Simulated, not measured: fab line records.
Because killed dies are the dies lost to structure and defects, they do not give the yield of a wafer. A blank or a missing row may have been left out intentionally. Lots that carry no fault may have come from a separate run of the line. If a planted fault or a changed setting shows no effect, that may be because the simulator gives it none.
Comparing a struck lot with a sound one ; flow sky130 ; 37 steps out of a route of 708
Sound: wafers L279.2, L279.5, L279.6. Struck: wafers L285.3, L285.5. (L285.6 of the same lot was not struck and is left out.) The cause comes at the end.
Each step with rows lists, per side, the tool, then ch with its chambers, then its first start. Under that, the readings that differ: sound wafers ; struck wafers ; difference of the means ; sigmas: that difference in standard deviations of wafers without a fault.
alike: a reading whose means differ by less than 2 such deviations, as well as words and numbers matching on both sides. not compared: withheld readings; readings where some wafer has no value; bounds like >300 that might hide an equal value; numbers whose values overlap and for which the record gives no deviation.
A row with sigmas, a row that says differs or no value, or rows on one side alone: a step with any of these is where the two part. When numbers do not overlap yet have no deviation, they are printed without sigmas and do not part them. A reading that every wafer of one side lacks parts them only if that side has two wafers or more.

first, 10 steps without rows for these wafers: SKY_VIA2_ETCH_15 (etches SiO2 in C4F8/O2/Ar, stops on TiN, target depth 546 nm, time 84 s); SKY_VIA2_STRIP_16 (strips in O2/N2); SKY_VIA2_STRIP_17 (strips in post etch residue remover, time 1200 s); SKY_VIA2_CLEAN_18 (cleans in IPA, time 180 s); SKY_VIA2_CLEAN_19 (cleans in O3/DIW); SKY_VIA2_SPUTTER_20 (material TiN, target thk 20 nm, time 80 s); SKY_VIA2_CVD_21 (deposits W, target thk 420 nm, time 126.4 s); SKY_VIA2_CMP_24 (polishes, stops on SiO2, t overpolish 20 s, target thk 0 nm); SKY_METAL3_SPUTTER_00 (material Ti, target thk 15 nm, time 10 s); SKY_METAL3_SPUTTER_01 (material TiN, target thk 20 nm, time 16.7 s).
SKY_METAL3_SPUTTER_02: material AlCu, target thk 735 nm, time 39.1 s.
  sound on pvd_sputter-01, day 40 19:47; struck on pvd_sputter-01, day 42 09:54
reading;sound;struck;difference;sigmas
model.AlCu_of_METAL3_SPUTTER_02.thk_nm (nm);730.7 741.9 738.1;1155 1159;+420;
  alike: throttle_valve_pct
then, 24 steps without rows for these wafers: SKY_METAL3_SPUTTER_03 (material Ti, target thk 5 nm, time 3.3 s); SKY_METAL3_SPUTTER_04 (material TiN, target thk 70 nm, time 58.3 s); SKY_CAPM_CVD_00 (deposits SiO2, target thk 15.5 nm); SKY_CAPM_SPUTTER_02 (material TiN, target thk 200 nm, time 166.7 s); SKY_CAPM_DEHYDRATE_05 (time 60 s); SKY_CAPM_HMDS_06 (prime time 60 s); SKY_CAPM_COAT_07 (resist thk 1140 nm); SKY_CAPM_SOFTBAKE_08 (time 60 s); SKY_CAPM_EXPOSE_09 (exposes mask CAPM, target cd 1000 nm); SKY_CAPM_PEB_10; SKY_CAPM_DEVELOP_11 (develop time 60 s); SKY_CAPM_METAL_ETCH_13 (etches TiN in Cl2/BCl3, stops on SiO2, target depth 220 nm, time 62.9 s); SKY_CAPM_STRIP_14 (strips in O2/N2); SKY_CAPM_STRIP_15 (strips in post etch residue remover, time 1200 s); SKY_CAPM_CLEAN_16 (cleans in IPA, time 180 s); SKY_CAPM_CLEAN_17 (cleans in O3/DIW); SKY_METAL3_DEHYDRATE_05 (time 60 s); SKY_METAL3_HMDS_06 (prime time 60 s); SKY_METAL3_COAT_07 (resist thk 60 nm); SKY_METAL3_COAT_08 (resist thk 1140 nm); SKY_METAL3_SOFTBAKE_09 (time 90 s); SKY_METAL3_EXPOSE_10 (exposes mask MM3, target cd 300 nm); SKY_METAL3_PEB_11; SKY_METAL3_DEVELOP_12 (develop time 60 s).
SKY_METAL3_METAL_ETCH_18: etches the open film in Cl2/BCl3, stops on SiO2, target depth 845 nm, time 183.1 s.
  sound on rie_metal-01 ch 0,1, day 42 21:15; struck on rie_metal-01 ch 0,1, day 44 08:56
reading;sound;struck;difference;sigmas
oes_product_au (a.u.);0.857 0.867 0.871;1.026 0.986;+0.141;+21
  alike: drypump_motor_current_A, he_backside_leak_sccm, throttle_valve_pct
  not compared: rf_hours_counter_h
-- the record jumps here: 6 days lie between the struck wafers' starts before and after (it left off in module METAL3 and takes up again in module PAD_OPEN, whose first step shown is number 708 of the route) --
SKY_PAD_OPEN_PROBE_99:
  sound on prober-02, day 49 09:27; struck on prober-02, day 50 12:57
reading;sound;struck;difference;sigmas
hold;- - -;await_dispo/4.9h/release await_dispo/4.9h/release;no value on the sound wafers;
defect_limited_yield (%);79.9 80.9 81.7;0 0;-81;-40
killed_at_M0_to_M3;55 52 57;452 458;+400;+60
killed_dies;99 94 90;492 492;+398;+41
killed_on_rim;14 20 24;96 96;+77;+21
sort_bin_5_function (%);12.0 12.4 12.4;93.7 95.7;+82.4;+55
sort_n_pass;393 398 402;0 0;-398;-41
sort_yield_pct (%);79.9 80.9 81.7;0 0;-81;-40
  alike: killed_at_M4_up, killed_at_contacts, killed_at_front_end, killed_at_other, killed_open, killed_short, sort_bin_3_pad_short, sort_bin_6_memory

## WHERE THEY PART
At SKY_METAL3_METAL_ETCH_18 first; at SKY_PAD_OPEN_PROBE_99 last (within this record only).

WHY: the cause the simulator had injected
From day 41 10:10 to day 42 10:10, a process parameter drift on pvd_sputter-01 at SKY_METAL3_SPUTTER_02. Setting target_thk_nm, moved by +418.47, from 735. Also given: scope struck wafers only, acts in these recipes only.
